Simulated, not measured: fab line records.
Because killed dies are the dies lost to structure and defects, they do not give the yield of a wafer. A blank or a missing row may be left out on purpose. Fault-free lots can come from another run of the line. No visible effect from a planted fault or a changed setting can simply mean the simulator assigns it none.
Which tool did it? + flow sky130 + Sampling: 6 lots, 18 wafers, 3 of 708 route steps

## WHAT EACH GAUGE READ, for each wafer
SKY_LDD_N_TW_MEAS_17.
| lot  | measured     | on            | LDD_N_TW       |
|------|--------------|---------------|----------------|
| L656 | day 19 13:30 | film metro-02 | 2610 2608 2618 |
| L660 | day 21 07:43 | film metro-02 | 2708 2706 2706 |
| L663 | day 22 01:16 | film metro-03 | 2707 2707 2709 |
| L674 | day 26 02:13 | film metro-02 | 2615 2626 2605 |
| L672 | day 26 03:25 | film metro-01 | 2550 2554 2560 |
| L676 | day 26 19:20 | film metro-01 | 2551 2554 2558 |

## TOOL THAT RAN EACH LOT (tool first, then ch and the chambers of the sampled wafers, then the start)
| lot  | SKY_LDD_N_IMPLANT_08            | SKY_LDD_N_STRIP_16                   |
|------|---------------------------------|--------------------------------------|
| L656 | implanter-04 ch 0, day 19 12:12 | plasma asher-01 ch 0,1, day 19 13:24 |
| L660 | implanter-01 ch 0, day 21 06:07 | plasma asher-01 ch 0,1, day 21 07:37 |
| L663 | implanter-04 ch 0, day 21 23:25 | plasma asher-04 ch 1, day 22 01:03   |
| L674 | implanter-01 ch 0, day 26 00:55 | plasma asher-03 ch 0,1, day 26 02:07 |
| L672 | implanter-01 ch 0, day 26 02:07 | plasma asher-01 ch 0,1, day 26 03:19 |
| L676 | implanter-04 ch 0, day 26 18:02 | plasma asher-03 ch 0,1, day 26 19:14 |
- SKY_LDD_N_IMPLANT_08
- SKY_LDD_N_STRIP_16: strips in O2/N2.

## THE ANSWER, worked out from the rows above alone
Rule: what is usual is taken from the lots themselves. Put in order of their means at a reading, lots are off if they are a third of the lots or fewer, leave a main group of 4 or more, and stand apart from it by a gap of 3 or more times the standard deviation of the main group's means; of several such gaps the widest counts. Not used: any main group whose means are identical at the precision the tables above print for the reading. Also off: a lot with no number at a reading for which 4 or more lots have one. The other lots that the step has rows for count as sound.
Off: at SKY_LDD_N_TW_MEAS_17 (LDD_N_TW), L660, L663. Mean 2584 and standard deviation 30 in the main group.
If a tool, at a process step before that reading, ran all the lots that are off and no sound lot after the first of them, it fits. Gauges at SKY_LDD_N_TW_MEAS_17: tried the same way as those tools. Of those tried, none fits.

## WHAT THE SIMULATOR PUT IN
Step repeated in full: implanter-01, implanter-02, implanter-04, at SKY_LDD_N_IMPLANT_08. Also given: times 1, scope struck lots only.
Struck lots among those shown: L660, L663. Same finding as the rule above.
